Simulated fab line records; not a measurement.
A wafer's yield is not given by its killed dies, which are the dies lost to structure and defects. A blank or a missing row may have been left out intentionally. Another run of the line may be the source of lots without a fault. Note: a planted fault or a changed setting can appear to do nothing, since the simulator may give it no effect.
Which tool was responsible? | flow sky130 | 12 lots, 36 wafers sampled, at 6 steps of a route of 708

WHAT THE GAUGES SHOWED, per wafer
SKY_POLY_GATE_THK_MEAS_01. Usual: POLY_GATE_CVD_00_THK gives 179.8 nm (standard deviation 1.8).
lot  | measured     | on           | POLY_GATE_CVD_00_THK (nm) | flag
L125 | day 14 22:23 | filmMetro-03 | 180.3 179.5 178.2         | 
L127 | day 15 08:06 | filmMetro-01 | 178.3 179.6 180.2         | 
L130 | day 16 12:50 | filmMetro-03 | 179.6 180.2 179.9         | 
L129 | day 16 14:21 | filmMetro-03 | 181.8 180.3 183.4         | 
L131 | day 16 14:22 | filmMetro-02 | 182.0 180.4 180.6         | 
L132 | day 16 19:22 | filmMetro-03 | 179.8 181.4 181.8         | 
L134 | day 18 12:07 | filmMetro-03 | 179.6 178.6 180.0         | 
L135 | day 18 14:35 | filmMetro-01 | 181.1 181.8 183.8         | 
L136 | day 18 14:35 | filmMetro-03 | 177.8 177.3 178.8         | 
L141 | day 19 23:24 | filmMetro-02 | 178.7 179.4 178.1         | 
L142 | day 20 04:15 | filmMetro-01 | 180.6 179.3 180.5         | 
L144 | day 21 00:56 | filmMetro-03 | 176.8 178.8 179.1         | 

SKY_POLY_GATE_THK_MEAS_21. Usual: POLY_GATE_OXIDATION_THK gives 4.02 nm (standard deviation 0.1).
lot  | measured     | on           | POLY_GATE_OXIDATION_THK (nm) | flag
L125 | day 17 11:49 | filmMetro-02 | 4.22 4.13 4.19               | 
L127 | day 17 21:07 | filmMetro-01 | 4.10 4.00 4.05               | 
L130 | day 19 04:13 | filmMetro-03 | 3.99 3.88 3.99               | 
L129 | day 19 06:38 | filmMetro-02 | 4.17 4.26 4.13               | 
L131 | day 19 06:38 | filmMetro-03 | 4.15 4.17 4.19               | 
L132 | day 19 11:41 | filmMetro-03 | 4.11 4.08 4.16               | 
L134 | day 21 05:28 | filmMetro-03 | 4.00 4.02 3.99               | 
L135 | day 21 09:37 | filmMetro-01 | 4.02 3.93 4.05               | 
L136 | day 21 07:35 | filmMetro-01 | 4.00 4.02 4.04               | 
L141 | day 22 19:10 | filmMetro-02 | 3.88 3.93 3.94               | 
L142 | day 22 22:14 | filmMetro-01 | 3.84 3.90 3.92               | 
L144 | day 23 17:19 | filmMetro-03 | 3.92 3.94 3.89               | 

SKY_LDD_N_TW_MEAS_17. Usual: LDD_N_TW gives 2594 (standard deviation 16).
lot  | measured     | on           | LDD_N_TW       | flag
L125 | day 18 18:53 | filmMetro-01 | 2611 2592 2599 | 
L127 | day 19 04:56 | filmMetro-01 | 2596 2598 2619 | 
L130 | day 20 12:44 | filmMetro-04 | 2607 2604 2615 | 
L129 | day 20 15:34 | filmMetro-02 | 2548 2571 2558 | 
L131 | day 20 15:13 | filmMetro-04 | 2604 2608 2602 | 
L132 | day 20 19:57 | filmMetro-01 | 2587 2586 2593 | 
L134 | day 22 13:40 | filmMetro-04 | 2608 2594 2604 | 
L135 | day 22 17:13 | filmMetro-04 | 2609 2611 2607 | 
L136 | day 22 16:04 | filmMetro-04 | 2609 2604 2600 | 
L141 | day 24 02:36 | filmMetro-04 | 2846 2850 2843 | OFF
L142 | day 24 05:26 | filmMetro-04 | 2864 2864 2854 | OFF
L144 | day 25 00:26 | filmMetro-04 | 2873 2880 2874 | OFF

SKY_LDD_P_OVL_MEAS_08. Usual: LDD_P_OVL gives 0.7 nm (standard deviation 1.4).
lot  | measured     | on         | LDD_P_OVL (nm) | flag
L125 | day 20 01:46 | overlay-02 | 0.6 0.3 -0.2   | 
L127 | day 20 12:10 | overlay-01 | 3.0 1.5 2.3    | 
L130 | day 21 19:52 | overlay-01 | 1.0 1.3 2.0    | 
L129 | day 21 22:24 | overlay-02 | -0.7 -1.6 -1.9 | 
L131 | day 21 22:09 | overlay-01 | 1.0 -0.4 0.3   | 
L132 | day 22 02:46 | overlay-02 | 2.9 2.9 1.0    | 
L134 | day 23 20:15 | overlay-01 | 3.2 1.4 -0.8   | 
L135 | day 23 23:15 | overlay-02 | 1.7 0.3 -1.4   | 
L136 | day 23 22:40 | overlay-02 | 1.9 -0.1 1.7   | 
L141 | day 25 08:42 | overlay-02 | 0.0 2.9 -0.4   | 
L142 | day 25 11:05 | overlay-02 | -1.4 -0.2 -2.2 | 
L144 | day 26 06:55 | overlay-02 | -0.3 -1.4 -0.1 | 

WHICH TOOL RAN EACH LOT (tool, then ch and the chambers of the sampled wafers, then the start)
lot  | SKY_LDD_N_IMPLANT_10            | SKY_LDD_N_STRIP_16
L125 | implanter-03 ch 0, day 18 17:55 | plasmaAsher-02 ch 0,1, day 18 18:48
L127 | implanter-02 ch 0, day 19 03:56 | plasmaAsher-02 ch 0,1, day 19 04:49
L130 | implanter-01 ch 0, day 20 11:44 | plasmaAsher-01 ch 0,1, day 20 12:37
L129 | implanter-03 ch 0, day 20 14:34 | plasmaAsher-02 ch 0,1, day 20 15:28
L131 | implanter-01 ch 0, day 20 14:14 | plasmaAsher-01 ch 0,1, day 20 15:07
L132 | implanter-01 ch 0, day 20 18:57 | plasmaAsher-01 ch 0,1, day 20 19:51
L134 | implanter-01 ch 0, day 22 12:41 | plasmaAsher-02 ch 0,1, day 22 13:34
L135 | implanter-01 ch 0, day 22 16:13 | plasmaAsher-03 ch 0,1, day 22 17:07
L136 | implanter-03 ch 0, day 22 15:04 | plasmaAsher-02 ch 0,1, day 22 15:57
L141 | implanter-01 ch 0, day 24 01:36 | plasmaAsher-01 ch 0,1, day 24 02:30
L142 | implanter-01 ch 0, day 24 04:28 | plasmaAsher-01 ch 0,1, day 24 05:21
L144 | implanter-01 ch 0, day 24 23:28 | plasmaAsher-03 ch 0,1, day 25 00:21
- SKY_LDD_N_IMPLANT_10
- SKY_LDD_N_STRIP_16: strips in O2/N2.

AS READ BY THE TOOLS THEMSELVES (means over the sampled wafers that have a number; for cases with no such wafer, the mark the record gives instead)
SKY_LDD_N_IMPLANT_10. Usual: beamOnS 10.01 s, standard deviation 0.19; doseIonsCm2 7.5e+13, standard deviation 6.2e+10; faradayCurrentUA 422, standard deviation 8.
lot  | tool         | beamOnS (s) | doseIonsCm2 | faradayCurrentUA | flag
L125 | implanter-03 | 9.91        | 7.5e+13     | 427              | 
L127 | implanter-02 | 10.07       | 7.5e+13     | 420              | 
L130 | implanter-01 | 9.86        | 7.5e+13     | 427              | 
L129 | implanter-03 | 9.85        | 7.5e+13     | 429              | 
L131 | implanter-01 | 10.04       | 7.5e+13     | 423              | 
L132 | implanter-01 | 10.16       | 7.5e+13     | 416              | 
L134 | implanter-01 | 9.88        | 7.5e+13     | 427              | 
L135 | implanter-01 | 9.90        | 7.5e+13     | 427              | 
L136 | implanter-03 | 10.04       | 7.5e+13     | 421              | 
L141 | implanter-01 | 34.28       | 3.4e+14     | 555              | OFF
L142 | implanter-01 | 34.35       | 3.4e+14     | 553              | OFF
L144 | implanter-01 | 34.31       | 3.4e+14     | 553              | OFF

SKY_LDD_N_STRIP_16. Usual: drypumpMotorCurrentA 5.69 A, standard deviation 0.18; oesProductAu 0.406 a.u., standard deviation 0.0041; stripTimeToEndpointS 4.312 s, standard deviation 0.015.
lot  | tool           | drypumpMotorCurrentA (A) | oesProductAu (a.u.) | stripTimeToEndpointS (s) | flag
L125 | plasmaAsher-02 | 5.83                     | 0.404               | 4.323                    | 
L127 | plasmaAsher-02 | 5.83                     | 0.408               | 4.312                    | 
L130 | plasmaAsher-01 | 5.46                     | 0.407               | 4.327                    | 
L129 | plasmaAsher-02 | 5.83                     | 0.405               | 4.294                    | 
L131 | plasmaAsher-01 | 5.46                     | 0.410               | 4.301                    | 
L132 | plasmaAsher-01 | 5.43                     | 0.404               | 4.320                    | 
L134 | plasmaAsher-02 | 5.84                     | 0.405               | 4.317                    | 
L135 | plasmaAsher-03 | 5.75                     | 0.408               | 4.331                    | 
L136 | plasmaAsher-02 | 5.84                     | 0.403               | 4.290                    | 
L141 | plasmaAsher-01 | 5.44                     | 0.406               | 4.977                    | OFF
L142 | plasmaAsher-01 | 5.44                     | 0.409               | 4.995                    | OFF
L144 | plasmaAsher-03 | 5.76                     | 0.406               | 4.977                    | OFF

THE ANSWER, worked out from the rows above alone
Rule: a lot is off if the mean of its wafers that have a number lies more than 3 standard deviations from the usual mean. Also off: a lot with no number at a reading for which 4 or more lots have one. The other lots that the step has rows for count as sound. After the gauges, taken in route order, come the tools' own readings; for these a lot's mean is taken, as printed above. The first step at which some lot is off is used, and at that step the reading that is off furthest; a lot without a number counts as furthest.
Off: L141, L142, L144, seen at SKY_LDD_N_TW_MEAS_17 (LDD_N_TW).
A tool fits if, at a process step before that reading, it ran every lot that is off, and no sound lot after the first of them. Not tried: the gauges at SKY_LDD_N_TW_MEAS_17; whatever is off there is also off at SKY_LDD_N_IMPLANT_10, on other tools, and gauge error can't account for it. One fits: implanter-01 at SKY_LDD_N_IMPLANT_10. A fault onset in the window from L135 (day 22 16:13, its last sound lot) to L141 (day 24 01:36, its first lot off) fits.
The tool's own readings at SKY_LDD_N_IMPLANT_10 bear it out: on the lots that are off they differ by more than 5 times the standard deviation of the sound lots' means. beamOnS reads 34.31 s there against 9.97 s on the sound lots; doseIonsCm2 reads 3.4e+14 there against 7.5e+13 on the sound lots; faradayCurrentUA reads 554 there against 424 on the sound lots.

WHAT THE SIMULATOR HAD PUT IN
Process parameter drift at SKY_LDD_N_IMPLANT_10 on implanter-01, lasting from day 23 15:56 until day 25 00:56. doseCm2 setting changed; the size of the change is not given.
Shown lots that were struck: L141, L142, L144. The same result came from the rule above.
